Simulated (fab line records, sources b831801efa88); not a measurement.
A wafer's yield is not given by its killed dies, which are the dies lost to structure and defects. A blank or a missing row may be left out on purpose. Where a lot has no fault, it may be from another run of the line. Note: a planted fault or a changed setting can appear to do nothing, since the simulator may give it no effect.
fab line records	flow gf180mcu	part 1 of 2: steps 1 to 28 of 38
record: lots: 5	wafers: 15	last_day: 34
route steps=602 shown SAB@277 SALICIDE@278 CONTACT@287
lots with no fault: from the same line, run without faults
start_h: the number of hours between the record's first day and the start of the first shown wafer of the lot	wait_h: time in hours since the lot's previous step	" the same as in the row above	L1.1+2: a row that stands for several wafers	- no value present, or no start provided	* or withheld: withheld	< > ~ a bound
route shown NAME@n: a module of which the file shows steps, and the number in the route of the first	usual: mean/standard deviation of fault-free wafers	same: alike in all rows	chamber/n: place in a boat	sites: per-site readings	_std_site: how widely they spread, as a standard deviation	_edge_site: mean of outer sites minus mean of inner sites	radius_mm: how far each site lies from the wafer's centre	mask NAME#n: copy n	behind: the tool/chamber that last shaped the wafer	hold: cause of the lot's hold/its duration in hours/its outcome	device: whichever transistor did not switch (one of n, p or np)	end of line: the tests these same wafers got at the end of their route	a step without rows: its recipe alone	killed: dies lost to structure and defects at the first sort, not the wafer's yield	map: a wafer's dies, x killed, . not, _ none there
set.NAME: setting as actually run; set.NAME@STEP: the setting as run at that earlier step	model.NAME: the simulator's own value behind a step, which no gauge read
lots at selected steps of the route; one table per step, one row per wafer
services: a tool's chamber out of use, with start hour (start_h, from the record's first day; less than 0 if before it), hours out, and reason
== steps ==
step: GF_SAB_STRIP_13
recipe: chemistry: O2/N2	power_w: 1400	pressure_mtorr: 1500	platen_temp_c: 250	o2_flow_sccm: 3000	n2_flow_sccm: 300	overash_fraction: 0.5
usual: drypump_motor_current_A: 6.0/0.48	heater_power_w: 319/22	oes_product_au: 0.709/0.0043	strip_time_to_endpoint_s: 12.59/0.042
lot.wafer	tool	chamber	start_h	wait_h	drypump_motor_current_A	heater_power_w	oes_product_au	rf_hours_counter_h	strip_time_to_endpoint_s
L074.2	plasma_asher-04	1	343.06	0.0	6.6	297	0.704	52	12.64
L074.3	"	0	"	"	5.9	322	0.715	-	12.65
L074.6	"	1	"	"	6.6	288	0.711	-	12.64
L080.3	plasma_asher-02	0	398.78	0.0	6.2	354	0.711	-	12.54
L080.4	"	1	"	"	5.2	326	0.713	-	12.59
L080.6	"	0	"	"	6.2	346	0.709	-	12.59
L083.1	plasma_asher-04	0	421.64	0.0	5.9	321	0.710	60	12.58
L083.2	"	1	"	"	6.6	294	0.711	60	12.56
L083.5	"	0	"	"	5.9	317	0.712	-	12.55
L094.1	plasma_asher-04	1	516.64	0.0	6.6	291	0.704	70	12.62
L094.5	"	0	"	"	5.9	318	0.712	-	12.58
L094.6	"	1	"	"	6.6	290	0.710	-	12.62
L096.1	plasma_asher-04	0	529.89	0.0	5.8	317	0.706	71	12.59
L096.2	"	1	"	"	6.6	293	0.709	71	12.56
L096.4	"	0	"	"	5.8	327	0.713	-	12.60
step: GF_SALICIDE_CLEAN_00
recipe: chemistry: SC1/SC2	mix: 1:4:20	temp_c: 70	time_s: 150
usual: bath_guard_temp_C: 70.1/0.43
lot.wafer	tool	chamber	start_h	wait_h	bath_guard_temp_C
L074.2	wet_bench-01	2	343.16	0.1	69.2
L074.3	"	2	"	"	69.6
L074.6	"	2	"	"	69.5
L080.3	wet_bench-03	0	398.84	0.0	70.8
L080.4	"	0	"	"	70.3
L080.6	"	0	"	"	70.5
L083.1	wet_bench-03	0	421.74	0.1	70.3
L083.2	"	0	"	"	70.4
L083.5	"	0	"	"	70.1
L094.1	wet_bench-04	0	516.74	0.1	70.4
L094.5	"	0	"	"	69.9
L094.6	"	0	"	"	69.7
L096.1	wet_bench-03	0	529.99	0.1	70.4
L096.2	"	0	"	"	70.6
L096.4	"	0	"	"	70.4
step: GF_SALICIDE_WET_ETCH_01
recipe: chemistry: dHF	target_depth_nm: 5	dry: ipa_marangoni	target: SiO2	temp_c: 25	dilution: 100:1	time_s: 100
lot.wafer	tool	chamber	start_h	wait_h
L074.2+3+6	wet_bench-03	3	343.21	0.0
L080.3+4+6	wet_bench-01	1	398.90	0.0
L083.1+2+5	wet_bench-01	2	421.80	0.0
L094.1+5+6	wet_bench-03	3	516.85	0.0
L096.1+2+4	wet_bench-01	0	530.04	0.0
step: GF_SALICIDE_SPUTTER_02
recipe: material: Co	target_thk_nm: 10	power_w: 1000	time_s: 19.03	chamber_pressure_pa: 0.4
usual: throttle_valve_pct: 30.0/1.2
lot.wafer	tool	chamber	start_h	wait_h	throttle_valve_pct
L074.2	pvd_sputter-02	-	343.24	0.0	31.1
L074.3	"	-	"	"	29.7
L074.6	"	-	"	"	31.1
L080.3	pvd_sputter-04	-	398.94	0.0	31.3
L080.4	"	-	"	"	29.9
L080.6	"	-	"	"	30.0
L083.1	pvd_sputter-02	-	421.83	0.0	31.0
L083.2	"	-	"	"	31.5
L083.5	"	-	"	"	30.0
L094.1	pvd_sputter-02	-	516.88	0.0	31.1
L094.5	"	-	"	"	30.9
L094.6	"	-	"	"	29.9
L096.1	pvd_sputter-01	-	530.07	0.0	28.7
L096.2	"	-	"	"	27.8
L096.4	"	-	"	"	26.6
step: GF_SALICIDE_SPUTTER_03
recipe: material: TiN	target_thk_nm: 20	power_w: 6500	time_s: 16.7	chamber_pressure_pa: 0.4
usual: throttle_valve_pct: 30.0/1.3
lot.wafer	tool	chamber	start_h	wait_h	throttle_valve_pct
L074.2	pvd_sputter-02	-	343.27	0.0	31.4
L074.3	"	-	"	"	30.0
L074.6	"	-	"	"	31.1
L080.3	pvd_sputter-04	-	398.96	0.0	31.1
L080.4	"	-	"	"	29.9
L080.6	"	-	"	"	29.9
L083.1	pvd_sputter-02	-	421.86	0.0	31.0
L083.2	"	-	"	"	31.4
L083.5	"	-	"	"	29.8
L094.1	pvd_sputter-02	-	516.91	0.0	31.3
L094.5	"	-	"	"	31.3
L094.6	"	-	"	"	30.0
L096.1	pvd_sputter-01	-	530.10	0.0	28.9
L096.2	"	-	"	"	27.8
L096.4	"	-	"	"	26.7
step: GF_SALICIDE_RS_MEAS_04
recipe: thk_meas_gauge: four-point-probe	reads: TiN_of_SALICIDE_SPUTTER_03+Co_of_SALICIDE_SPUTTER_02
usual: SALICIDE_TIN_RS: 17.2/0.31
lot.wafer	tool	chamber	start_h	wait_h	SALICIDE_TIN_RS[ohm/sq]
L074.2	film_metro-03	-	343.32	0.0	17.1
L074.3	"	-	"	"	17.2
L074.6	"	-	"	"	17.2
L080.3	film_metro-04	-	399.03	0.1	17.4
L080.4	"	-	"	"	16.8
L080.6	"	-	"	"	16.8
L083.1	film_metro-03	-	421.89	0.0	17.2
L083.2	"	-	"	"	16.9
L083.5	"	-	"	"	17.5
L094.1	film_metro-01	-	516.94	0.0	16.7
L094.5	"	-	"	"	16.7
L094.6	"	-	"	"	17.4
L096.1	film_metro-01	-	530.13	0.0	17.4
L096.2	"	-	"	"	17.2
L096.4	"	-	"	"	17.3
step: GF_SALICIDE_THK_MEAS_05
recipe: thk_meas_gauge: xrf	reads: TiN_of_SALICIDE_SPUTTER_03
usual: SALICIDE_TIN_THK: 19.9/0.3
lot.wafer	tool	chamber	start_h	wait_h	SALICIDE_TIN_THK[nm]
L074.2	film_metro-03	-	343.43	0.1	20.1
L074.3	"	-	"	"	20.1
L074.6	"	-	"	"	19.9
L080.3	film_metro-04	-	399.13	0.1	19.3
L080.4	"	-	"	"	19.8
L080.6	"	-	"	"	19.7
L083.1	film_metro-03	-	422.01	0.1	20.4
L083.2	"	-	"	"	20.2
L083.5	"	-	"	"	20.4
L094.1	film_metro-01	-	517.06	0.1	20.1
L094.5	"	-	"	"	20.2
L094.6	"	-	"	"	19.9
L096.1	film_metro-01	-	530.25	0.1	20.1
L096.2	"	-	"	"	20.3
L096.4	"	-	"	"	20.3
step: GF_SALICIDE_RTA_06
recipe: temp_c: 530	time_s: 30	ambient: N2
usual: lamp_power_pct: 6.8/0.42	wafer_temp_C_max: 531.5/0.37
lot.wafer	tool	chamber	start_h	wait_h	lamp_power_pct	wafer_temp_C_max
L074.2	rtp_anneal-01	0	343.49	0.1	6.2	531.2
L074.3	"	0	"	"	6.2	530.9
L074.6	"	0	"	"	6.2	531.2
L080.3	rtp_anneal-01	0	399.20	0.1	6.2	531.5
L080.4	"	0	"	"	6.2	532.5
L080.6	"	0	"	"	6.2	531.5
L083.1	rtp_anneal-02	0	422.07	0.1	7.1	531.5
L083.2	"	0	"	"	7.1	531.4
L083.5	"	0	"	"	7.1	532.0
L094.1	rtp_anneal-02	0	517.12	0.1	7.1	531.2
L094.5	"	0	"	"	7.1	531.0
L094.6	"	0	"	"	7.1	531.5
L096.1	rtp_anneal-02	0	530.31	0.1	7.1	531.5
L096.2	"	0	"	"	7.1	530.9
L096.4	"	0	"	"	7.1	531.3
step: GF_SALICIDE_WET_ETCH_07
recipe: chemistry: SPM	target_depth_nm: 120	dry: n2_spin
lot.wafer	tool	chamber	start_h	wait_h
L074.2+3+6	wet_bench-03	3	343.62	0.1
L080.3+4+6	wet_bench-01	2	399.27	0.1
L083.1+2+5	wet_bench-01	0	422.17	0.1
L094.1+5+6	wet_bench-01	1	517.22	0.1
L096.1+2+4	wet_bench-04	0	530.41	0.1
step: GF_SALICIDE_RTA_08
recipe: temp_c: 800	time_s: 30	ambient: N2
usual: lamp_power_pct: 17.9/1.1	wafer_temp_C_max: 802.2/0.49
lot.wafer	tool	chamber	start_h	wait_h	lamp_power_pct	wafer_temp_C_max
L074.2	rtp_anneal-01	0	343.73	0.0	17.2	802.0
L074.3	"	0	"	"	17.2	801.4
L074.6	"	0	"	"	17.2	802.9
L080.3	rtp_anneal-01	0	399.39	0.0	17.2	802.1
L080.4	"	0	"	"	17.2	801.5
L080.6	"	0	"	"	17.2	801.1
L083.1	rtp_anneal-01	0	422.26	0.0	17.2	802.3
L083.2	"	0	"	"	17.2	802.2
L083.5	"	0	"	"	17.3	802.0
L094.1	rtp_anneal-01	0	517.31	0.0	17.2	801.8
L094.5	"	0	"	"	17.2	802.0
L094.6	"	0	"	"	17.2	801.4
L096.1	rtp_anneal-01	0	530.50	0.0	17.2	801.4
L096.2	"	0	"	"	17.2	802.5
L096.4	"	0	"	"	17.2	801.8
step: GF_CONTACT_CVD_00
recipe: material: SiO2	target_thk_nm: 300	sigma_open_frac: 0.3	temp_c: 400	time_s: 50	sih4_flow_sccm: 60	pressure_mtorr: 6
usual: sih4_flow_sccm: 60.02/0.19
lot.wafer	tool	chamber	start_h	wait_h	sih4_flow_sccm
L074.2	hdpcvd-01	1	343.81	0.1	59.85
L074.3	"	2	"	"	60.19
L074.6	"	1	"	"	60.14
L080.3	hdpcvd-02	0	399.46	0.1	59.90
L080.4	"	2	"	"	59.83
L080.6	"	0	"	"	60.05
L083.1	hdpcvd-01	1	422.36	0.1	59.85
L083.2	"	0	"	"	60.56
L083.5	"	1	"	"	60.06
L094.1	hdpcvd-02	2	517.41	0.1	59.89
L094.5	"	0	"	"	60.14
L094.6	"	1	"	"	60.10
L096.1	hdpcvd-02	1	530.60	0.1	60.02
L096.2	"	0	"	"	59.92
L096.4	"	2	"	"	59.88
step: GF_CONTACT_THK_MEAS_01
recipe: reads: SiO2_of_CONTACT_CVD_00
usual: CONTACT_CVD_00_THK: 300/4.1
lot.wafer	tool	chamber	start_h	wait_h	CONTACT_CVD_00_THK[nm]
L074.2	film_metro-02	-	343.87	0.0	300
L074.3	"	-	"	"	296
L074.6	"	-	"	"	296
L080.3	film_metro-03	-	399.53	0.0	305
L080.4	"	-	"	"	306
L080.6	"	-	"	"	307
L083.1	film_metro-03	-	422.40	0.0	298
L083.2	"	-	"	"	296
L083.5	"	-	"	"	301
L094.1	film_metro-03	-	517.45	0.0	308
L094.5	"	-	"	"	300
L094.6	"	-	"	"	306
L096.1	film_metro-03	-	530.64	0.0	301
L096.2	"	-	"	"	299
L096.4	"	-	"	"	300
step: GF_CONTACT_CVD_02
recipe: material: SiO2	target_thk_nm: 860	precursor: TEOS	temp_c: 400	time_s: 95.992	rf_w: 600
usual: heater_power_w: 661/70
lot.wafer	tool	chamber	start_h	wait_h	heater_power_w
L074.2	pecvd-03	0	343.92	0.0	675
L074.3	"	2	"	"	666
L074.6	"	2	"	"	540
L080.3	pecvd-01	0	399.57	0.0	689
L080.4	"	2	"	"	760
L080.6	"	1	"	"	641
L083.1	pecvd-02	2	422.46	0.1	711
L083.2	"	1	"	"	602
L083.5	"	2	"	"	712
L094.1	pecvd-02	2	517.51	0.1	708
L094.5	"	1	"	"	574
L094.6	"	2	"	"	727
L096.1	pecvd-03	0	530.70	0.1	723
L096.2	"	2	"	"	687
L096.4	"	0	"	"	770
step: GF_CONTACT_THK_MEAS_03
recipe: reads: SiO2_of_CONTACT_CVD_02
usual: CONTACT_CVD_02_THK: 861/14
lot.wafer	tool	chamber	start_h	wait_h	CONTACT_CVD_02_THK[nm]
L074.2	film_metro-03	-	344.00	0.0	874
L074.3	"	-	"	"	860
L074.6	"	-	"	"	868
L080.3	film_metro-04	-	399.66	0.1	859
L080.4	"	-	"	"	878
L080.6	"	-	"	"	881
L083.1	film_metro-03	-	422.53	0.0	852
L083.2	"	-	"	"	849
L083.5	"	-	"	"	865
L094.1	film_metro-04	-	517.58	0.0	859
L094.5	"	-	"	"	866
L094.6	"	-	"	"	866
L096.1	film_metro-02	-	530.77	0.0	862
L096.2	"	-	"	"	834
L096.4	"	-	"	"	879
step: GF_CONTACT_CMP_04
recipe: material: SiO2	down_force_psi: 4	platen_rpm: 60	pad_velocity_m_s: 0.94248
usual: motor_current_A: 11.8/1.1	time_to_endpoint_s: 111/6.2
lot.wafer	tool	chamber	start_h	wait_h	motor_current_A	time_to_endpoint_s
L074.3	cmp-01	3	344.05	0.0	13.6	114
L074.2	"	2	"	"	12.0	120
L074.6	"	3	"	"	13.0	116
L080.4	cmp-02	3	399.70	0.0	10.9	122
L080.3	"	0	"	"	11.2	108
L080.6	"	0	"	"	10.7	117
L083.1	cmp-02	0	422.59	0.1	11.3	107
L083.2	"	3	"	"	10.2	106
L083.5	"	0	"	"	11.5	108
L094.1	cmp-02	3	517.69	0.1	10.7	110
L094.5	"	2	"	"	11.3	113
L094.6	"	3	"	"	9.9	114
L096.2	cmp-02	3	530.83	0.0	10.4	102
L096.4	"	1	"	"	13.1	116
L096.1	"	2	"	"	12.0	111
step: GF_CONTACT_BOW_MEAS_05
recipe: mode: bow
usual: CONTACT_BOW: 66/6.8
lot.wafer	tool	chamber	start_h	wait_h	CONTACT_BOW[um]
L074.2	film_metro-03	-	344.37	0.1	63
L074.3	"	-	"	"	68
L074.6	"	-	"	"	70
L080.3	film_metro-04	-	400.04	0.2	75
L080.4	"	-	"	"	66
L080.6	"	-	"	"	76
L083.1	film_metro-02	-	422.89	0.2	71
L083.2	"	-	"	"	61
L083.5	"	-	"	"	67
L094.1	film_metro-02	-	517.94	0.2	64
L094.5	"	-	"	"	61
L094.6	"	-	"	"	71
L096.1	film_metro-02	-	531.13	0.1	69
L096.2	"	-	"	"	65
L096.4	"	-	"	"	71
step: GF_CONTACT_DEHYDRATE_06
recipe: temp_c: 200	time_s: 60
usual: plate_temp_C: 200.07/0.19
lot.wafer	tool	chamber	start_h	wait_h	plate_temp_C
L074.2	litho_track-03	0	354.38	10.0	200.11
L074.3	"	0	"	"	200.46
L074.6	"	0	"	"	200.14
L080.3	litho_track-04	0	411.48	11.4	200.16
L080.4	"	0	"	"	200.35
L080.6	"	0	"	"	200.19
L083.1	litho_track-02	0	434.79	11.9	200.00
L083.2	"	0	"	"	200.02
L083.5	"	0	"	"	199.79
L094.1	litho_track-04	0	528.53	10.6	200.43
L094.5	"	0	"	"	199.98
L094.6	"	0	"	"	200.21
L096.1	litho_track-03	0	542.15	11.0	200.28
L096.2	"	0	"	"	200.15
L096.4	"	0	"	"	200.07
step: GF_CONTACT_HMDS_07
recipe: prime_time_s: 60	prime_temp_c: 120
lot.wafer	tool	chamber	start_h	wait_h
L074.2+3+6	litho_track-03	0	354.53	0.1
L080.3+4+6	litho_track-04	0	411.63	0.1
L083.1+2+5	litho_track-02	0	434.94	0.1
L094.1+5+6	litho_track-04	0	528.68	0.1
L096.1+2+4	litho_track-03	0	542.30	0.1
step: GF_CONTACT_COAT_08
recipe: resist: BARC	temp_c: withheld	time_s: withheld	spin_rpm: withheld	resist_thk_nm: withheld
lot.wafer	tool	chamber	start_h	wait_h
L074.2+3+6	litho_track-03	0	354.68	0.1
L080.3+4+6	litho_track-04	0	411.78	0.1
L083.1+2+5	litho_track-02	0	435.09	0.1
L094.1+5+6	litho_track-04	0	528.83	0.1
L096.1+2+4	litho_track-03	0	542.45	0.1
step: GF_CONTACT_COAT_09
recipe: resist: KrF	spin_rpm: withheld	resist_thk_nm: 1000
lot.wafer	tool	chamber	start_h	wait_h
L074.2+3+6	litho_track-03	0	-	-
L080.3+4+6	litho_track-04	0	-	-
L083.1+2+5	litho_track-02	0	-	-
L094.1+5+6	litho_track-04	0	-	-
L096.1+2+4	litho_track-03	0	-	-
step: GF_CONTACT_SOFTBAKE_10
recipe: temp_c: 130	time_s: 60	resist: KrF
usual: plate_temp_C: 130.01/0.14
lot.wafer	tool	chamber	start_h	wait_h	plate_temp_C
L074.2	litho_track-03	0	-	-	129.84
L074.3	"	0	"	"	130.09
L074.6	"	0	"	"	130.05
L080.3	litho_track-04	0	-	-	130.28
L080.4	"	0	"	"	130.08
L080.6	"	0	"	"	130.15
L083.1	litho_track-02	0	-	-	130.14
L083.2	"	0	"	"	130.25
L083.5	"	0	"	"	130.11
L094.1	litho_track-04	0	-	-	130.24
L094.5	"	0	"	"	129.97
L094.6	"	0	"	"	130.06
L096.1	litho_track-03	0	-	-	130.23
L096.2	"	0	"	"	130.07
L096.4	"	0	"	"	130.00
step: GF_CONTACT_EXPOSE_11
recipe: mask_id: Contact	target_cd_nm: 220	na: 0.68	source_shape: conventional	sigma_outer: 0.6	dose_mj: 38
lot.wafer	tool	chamber	start_h	wait_h	mask
L074.2+3+6	krf_scanner-02	0	-	-	Contact#0
L080.3+4+6	krf_scanner-02	0	-	-	Contact#0
L083.1+2+5	krf_scanner-02	0	-	-	Contact#0
L094.1+5+6	krf_scanner-02	0	-	-	Contact#0
L096.1+2+4	krf_scanner-01	0	-	-	Contact#0
step: GF_CONTACT_PEB_12
recipe: peb_temp_c: 134.4	peb_time_s: 90	resist: KrF
usual: plate_temp_C: 134.39/0.14
lot.wafer	tool	chamber	start_h	wait_h	plate_temp_C
L074.2	litho_track-02	0	-	-	134.63
L074.3	"	0	"	"	134.45
L074.6	"	0	"	"	134.38
L080.3	litho_track-03	0	-	-	134.39
L080.4	"	0	"	"	134.41
L080.6	"	0	"	"	134.23
L083.1	litho_track-04	0	-	-	134.68
L083.2	"	0	"	"	134.62
L083.5	"	0	"	"	134.62
L094.1	litho_track-03	0	-	-	134.56
L094.5	"	0	"	"	134.29
L094.6	"	0	"	"	134.22
L096.1	litho_track-04	0	-	-	134.31
L096.2	"	0	"	"	134.36
L096.4	"	0	"	"	134.27
step: GF_CONTACT_DEVELOP_13
recipe: develop_time_s: 60	resist: KrF	dev_temp_c: 21
lot.wafer	tool	chamber	start_h	wait_h
L074.2+3+6	litho_track-02	0	365.41	0.2
L080.3+4+6	litho_track-03	0	423.75	0.1
L083.1+2+5	litho_track-04	0	447.58	0.2
L094.1+5+6	litho_track-03	0	540.25	0.2
L096.1+2+4	litho_track-04	0	553.88	0.2
step: GF_CONTACT_CD_MEAS_14
recipe: target_cd_nm: 220
usual: cd_nm: 220.0/1.7
lot.wafer	tool	chamber	start_h	wait_h	cd_nm
L074.2	cd_sem-02	-	365.56	0.1	221.8
L074.3	"	-	"	"	221.7
L074.6	"	-	"	"	222.8
L080.3	cd_sem-02	-	423.89	0.1	218.8
L080.4	"	-	"	"	216.8
L080.6	"	-	"	"	218.6
L083.1	cd_sem-02	-	447.73	0.1	219.4
L083.2	"	-	"	"	219.4
L083.5	"	-	"	"	220.2
L094.1	cd_sem-02	-	540.40	0.1	221.5
L094.5	"	-	"	"	220.6
L094.6	"	-	"	"	220.5
L096.1	cd_sem-02	-	554.03	0.1	221.2
L096.2	"	-	"	"	220.8
L096.4	"	-	"	"	221.0
step: GF_CONTACT_OVL_MEAS_15
usual: CONTACT_OVL: 1/6.2
lot.wafer	tool	chamber	start_h	wait_h	CONTACT_OVL[nm]
L074.2	overlay-01	-	365.66	0.1	5
L074.3	"	-	"	"	-1
L074.6	"	-	"	"	3
L080.3	overlay-02	-	423.98	0.1	-9
L080.4	"	-	"	"	-4
L080.6	"	-	"	"	-3
L083.1	overlay-01	-	447.85	0.1	5
L083.2	"	-	"	"	2
L083.5	"	-	"	"	-2
L094.1	overlay-01	-	540.52	0.1	-6
L094.5	"	-	"	"	-8
L094.6	"	-	"	"	-7
L096.1	overlay-01	-	554.15	0.1	6
L096.2	"	-	"	"	2
L096.4	"	-	"	"	0
step: GF_CONTACT_ETCH_16
recipe: chemistry: N2/H2	target_depth_a: withheld	overetch_a: withheld	time_s: withheld	target: BARC	ion_energy_ev: 200	source_w: 500	bias_w: 100	pressure_mtorr: 30	n2_flow_sccm: 100	h2_flow_sccm: 200
usual: drypump_motor_current_A: 5.7/0.42	oes_product_au: 0.853/0.0054	throttle_valve_pct: 13.226/0.0086
lot.wafer	tool	chamber	start_h	wait_h	drypump_motor_current_A	oes_product_au	throttle_valve_pct
L074.2	rie_diel-01	3	365.69	0.0	6.2	0.863	13.223
L074.3	"	2	"	"	5.1	0.853	13.228
L074.6	"	3	"	"	6.2	0.857	13.230
L080.3	rie_diel-03	0	424.01	0.0	5.9	0.861	13.222
L080.4	"	3	"	"	5.8	0.851	13.219
L080.6	"	2	"	"	5.5	0.855	13.236
L083.1	rie_diel-03	0	447.89	0.0	5.9	0.858	13.222
L083.2	"	3	"	"	5.8	0.846	13.220
L083.5	"	2	"	"	5.5	0.853	13.246
L094.1	rie_diel-03	2	540.56	0.0	5.5	0.850	13.217
L094.5	"	3	"	"	5.8	0.852	13.219
L094.6	"	0	"	"	5.8	0.861	13.227
L096.1	rie_diel-01	2	554.19	0.0	5.1	0.864	13.227
L096.2	"	3	"	"	6.2	0.860	13.228
L096.4	"	0	"	"	6.3	0.865	13.234
step: GF_CONTACT_ETCH_17
recipe: chemistry: C4F8/O2/Ar	mask_material: KrF	target: SiO2	stop_on: CoSi2	source_w: 1500	bias_w: 1200	pressure_mtorr: 40	c4f8_flow_sccm: withheld	O2_flow_sccm: 6	Ar_flow_sccm: 300	time_s: withheld	target_depth_a: 8600
usual: oes_product_au: 0.814/0.0047
lot.wafer	tool	chamber	start_h	wait_h	oes_product_au
L074.2	rie_diel-01	3	-	-	0.816
L074.3	"	2	"	"	0.813
L074.6	"	3	"	"	0.815
L080.3	rie_diel-03	0	-	-	0.816
L080.4	"	3	"	"	0.825
L080.6	"	2	"	"	0.820
L083.1	rie_diel-03	0	-	-	0.806
L083.2	"	3	"	"	0.805
L083.5	"	2	"	"	0.815
L094.1	rie_diel-03	2	-	-	0.807
L094.5	"	3	"	"	0.814
L094.6	"	0	"	"	0.816
L096.1	rie_diel-01	2	-	-	0.817
L096.2	"	3	"	"	0.808
L096.4	"	0	"	"	0.811
